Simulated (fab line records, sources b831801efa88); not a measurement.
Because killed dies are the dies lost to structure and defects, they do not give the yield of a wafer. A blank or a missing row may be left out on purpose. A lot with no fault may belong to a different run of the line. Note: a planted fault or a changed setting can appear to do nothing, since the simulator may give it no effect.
Code-filled problem report in 8D (eight disciplines) form || flow sky130 || the parts of the form that need people (team, actions taken, sign-off) are left out

== 1. THE ISSUE ==
PASSIVATION_CVD_02_THK at SKY_PASSIVATION_THK_MEAS_03 reads a mean of 208 nm on 6 wafers of 2 lots; wafers without a fault read 536 nm with a standard deviation of 7.1. Relative to the usual mean, that is a shift of -46 standard deviations.
The first sign was on wafer L232.1 at day 47 22:46, on film_metro-03. The record holds 30 wafers of 10 lots with a number at this step. Rule for "out" (also "out of limits"): further than 4 standard deviations from the usual mean. All remaining wafers that have a number are taken as sound.

== 2. WHAT IT IS, AND WHAT IT ISN'T ==
{"question": "which readings at this step", "is": "PASSIVATION_CVD_02_THK", "is not": "-"}
{"question": "which lots", "is": "L232, L237", "is not": "L215, L219, L223, L224, L225, L229, L233, L238"}
{"question": "which wafers of those lots", "is": "all that have a number", "is not": "-"}
{"question": "read on which gauges", "is": "film_metro-03", "is not": "film_metro-01, film_metro-02"}
{"question": "when", "is": "from day 47 22:46", "is not": "up to then (18 sound wafers); but 6 sound wafers of L233, L238 came after"}

== 3. WHAT RULES OUT EACH SUSPECT ==
Counting: a tool stays on the suspect list if, at a process step up to the reading, it processed all lots that are out and no sound lot following the first of them.
- the gauge at SKY_PASSIVATION_THK_MEAS_03: ruled out. All the wafers that are out were read on film_metro-03, but those of them that SKY_PASSIVATION_ETCH_11 has rows for are out there too, on other tools.
- cvd_w-01 at SKY_VIA4_CVD_18 (deposits W, target thk 505 nm, time 152.14 s): ruled out as a lasting fault. The sound lots L233, L238 went through it after L232, its earliest lot that is out (day 47 01:47).
- pecvd-03 at SKY_PASSIVATION_CVD_02 (deposits Si3N4, target thk 540 nm): kept. It processed each lot that is out, first L232 at day 47 22:33, and no sound lot thereafter; up to then, the last sound lot it processed was L224 at day 46 04:14.
Remaining after the count: pecvd-03 at SKY_PASSIVATION_CVD_02.

== 4. THE CAUSE (what the simulator had put in) ==
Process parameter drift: pecvd-03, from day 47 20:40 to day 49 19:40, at SKY_PASSIVATION_CVD_02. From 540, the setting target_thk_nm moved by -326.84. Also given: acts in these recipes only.
The count eliminated every tool but this one.

== 5. THE EFFECT CHAIN, in route order ==
Each row: a reading where the mean over the struck wafers with a number is more than 3 standard deviations away from the usual. Only readings for which the record gives a usual standard deviation are gone through. hours: the time from each lot's start at the first step in this table that gives one to its start at this step, as a median over the lots. sigmas: the change in usual standard deviations.
{"hours": 0, "step": "SKY_PASSIVATION_THK_MEAS_03", "reading": "PASSIVATION_CVD_02_THK", "usual": "536 nm", "on struck wafers": 208, "change": -328, "sigmas": -46}
{"hours": 17, "step": "SKY_PASSIVATION_ETCH_11", "reading": "oes_product_au", "usual": "0.975 a.u.", "on struck wafers": 0.698, "change": -0.277, "sigmas": -36}
{"hours": 17, "step": "SKY_PASSIVATION_ETCH_11", "reading": "throttle_valve_pct", "usual": "5.965 %", "on struck wafers": 5.891, "change": -0.074, "sigmas": -8.4}
It contains these process steps:
- SKY_PASSIVATION_ETCH_11: etches the open film in CF4/O2, stops on AlCu, target depth 725 nm, time 161.1 s.

== 6. WHAT WOULD HAVE CAUGHT IT SOONER ==
Counted from the fault's start at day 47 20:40, it took 2 hours until the first out-of-limits reading at a measuring or inspecting step in this record, taken at day 47 22:46.
No tool reading at SKY_PASSIVATION_CVD_02 that has a usual standard deviation in the record was out on any struck wafer, so an alarm limit of 4 standard deviations on those readings would not have fired.
Of the lots that are out (2), L237 began SKY_PASSIVATION_CVD_02 on pecvd-03 after day 47 22:46. Putting the tool on hold at that point would have spared it.
